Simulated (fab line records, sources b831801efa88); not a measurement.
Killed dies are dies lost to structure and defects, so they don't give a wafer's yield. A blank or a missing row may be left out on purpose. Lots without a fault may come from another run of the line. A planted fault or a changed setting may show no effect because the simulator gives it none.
Which tool did it? | flow gf180mcu | 7 lots, 21 wafers sampled, at 2 steps of a route of 602

WHAT THE GAUGES READ, wafer by wafer
GF_M5_CD_MEAS_07: target cd 280 nm.
lot  | measured     | on        | cd_nm (nm)
L692 | day 26 13:38 | cd_sem-02 | 279.7 278.7 280.4
L694 | day 27 17:35 | cd_sem-02 | 278.5 278.1 277.9
L697 | day 29 07:52 | cd_sem-01 | 278.6 279.2 279.7
L701 | day 30 02:19 | cd_sem-02 | 279.5 278.9 278.9
L709 | day 31 12:38 | cd_sem-01 | 277.7 279.2 279.3
L711 | day 32 00:16 | cd_sem-02 | 278.8 279.4 279.0
L713 | day 32 11:22 | cd_sem-02 | 278.3 278.6 277.5

WHICH TOOL RAN EACH LOT (tool, then ch and the chambers of the sampled wafers, then the start)
lot  | GF_DUAL_GATE_WET_ETCH_12
L692 | wet_bench-02 ch 3, day 8 18:22
L694 | wet_bench-04 ch 2, day 9 14:45
L697 | wet_bench-01 ch 3, day 10 12:43
L701 | wet_bench-01 ch 0, day 11 12:45
L709 | wet_bench-02 ch 2, day 13 12:28
L711 | wet_bench-04 ch 1, day 14 03:03
L713 | wet_bench-04 ch 1, day 14 17:10
- GF_DUAL_GATE_WET_ETCH_12: etches SiO2 in dHF, target depth 13 nm, time 260 s.

THE ANSWER, worked out from the rows above alone
Rule: what is usual is taken from the lots themselves. Put in order of their means at a reading, lots are off if they are a third of the lots or fewer, leave a main group of 4 or more, and stand apart from it by a gap of 3 or more times the standard deviation of the main group's means; of several such gaps the widest counts. A main group whose means are all the same, to the digits that the tables above print for the reading, isn't used. A lot without any number at a reading at which 4 lots or more have one is off too. The other lots that the step has rows for count as sound.
No lot is off at any reading shown: from this, nothing can be told.

WHAT THE SIMULATOR HAD PUT IN
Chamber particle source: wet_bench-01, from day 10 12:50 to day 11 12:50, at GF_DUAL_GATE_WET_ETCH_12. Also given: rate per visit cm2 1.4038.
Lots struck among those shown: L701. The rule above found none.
